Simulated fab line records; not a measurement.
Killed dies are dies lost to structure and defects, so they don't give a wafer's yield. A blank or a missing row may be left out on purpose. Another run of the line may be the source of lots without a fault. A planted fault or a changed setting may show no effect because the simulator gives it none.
Matching of chambers    flow gf180mcu    GF_CONTACT_CMP_27 on cmp-02: 4 sister chambers
The step polishes, stops on SiO2, t overpolish 15 s, target thk 0 nm. 14 wafers are shown with their chamber, then 7 later ones without.

WAFERS WITH THEIR CHAMBER
wafer   chamber  motor-current-A (A)  slurry-flow-ml-min  time-to-endpoint-s (s)
L288.2  1        11.1                 149.4               74
L288.4  3        12.2                 149.8               70
L288.6  1        10.8                 149.4               77
L293.1  0        10.6                 150.2               77
L293.2  2        13.2                 149.5               76
L293.4  3        12.0                 149.6               70
L294.2  0        10.5                 150.0               73
L294.3  1        11.3                 149.1               69
L294.4  3        12.0                 149.7               69
L302.3  0        11.0                 150.7               71
L302.4  2        12.0                 150.7               70
L302.6  2        12.5                 149.8               76
L305.3  2        12.4                 150.0               75
L305.4  3        12.3                 149.7               69

SIGNATURES, as means of the wafers listed above
reading             chamber 0  chamber 1  chamber 2  chamber 3  scatter within a chamber
motor-current-A     10.700     11.067     12.525     12.125     0.329
slurry-flow-ml-min  150.300    149.300    150.000    149.700    0.335
time-to-endpoint-s  73.67      73.33      74.25      69.50      2.78
Rule: for a wafer and a chamber, the distance is found by dividing, reading by reading, the gap between the wafer's reading and the chamber's mean by the reading's scatter, squaring, summing and taking the root. The wafer belongs to the nearest chamber; if the next one is less than 2 further off, it can't be placed. The scatter: take each reading less its chamber's mean, square it, sum over the shown wafers, divide by the number of wafers less the number of chambers, and take the root.

WAFERS WHOSE CHAMBER IS MISSING
wafer   motor-current-A (A)  slurry-flow-ml-min  time-to-endpoint-s (s)
L305.5  10.9                 149.8               71
L307.2  12.8                 149.5               72
L307.3  10.7                 149.7               70
L307.5  10.9                 150.8               68
L309.2  12.1                 149.4               75
L309.5  12.7                 150.4               75
L309.6  11.1                 149.4               73

EACH ONE'S CHAMBER
wafer    from the rows above            in truth
L305.5   can't be placed: 1 or 0 or 3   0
L307.2   can't be placed: 2 or 3        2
L307.3   can't be placed: 1 or 0        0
L307.5   0                              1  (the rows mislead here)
L309.2   can't be placed: 3 or 2 or 1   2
L309.5   2                              2
L309.6   1                              1
Placed correctly: 2 of 7. Cannot be placed on the basis of these rows: 4; the candidates contain the true chamber in 4. Placed wrongly: 1.
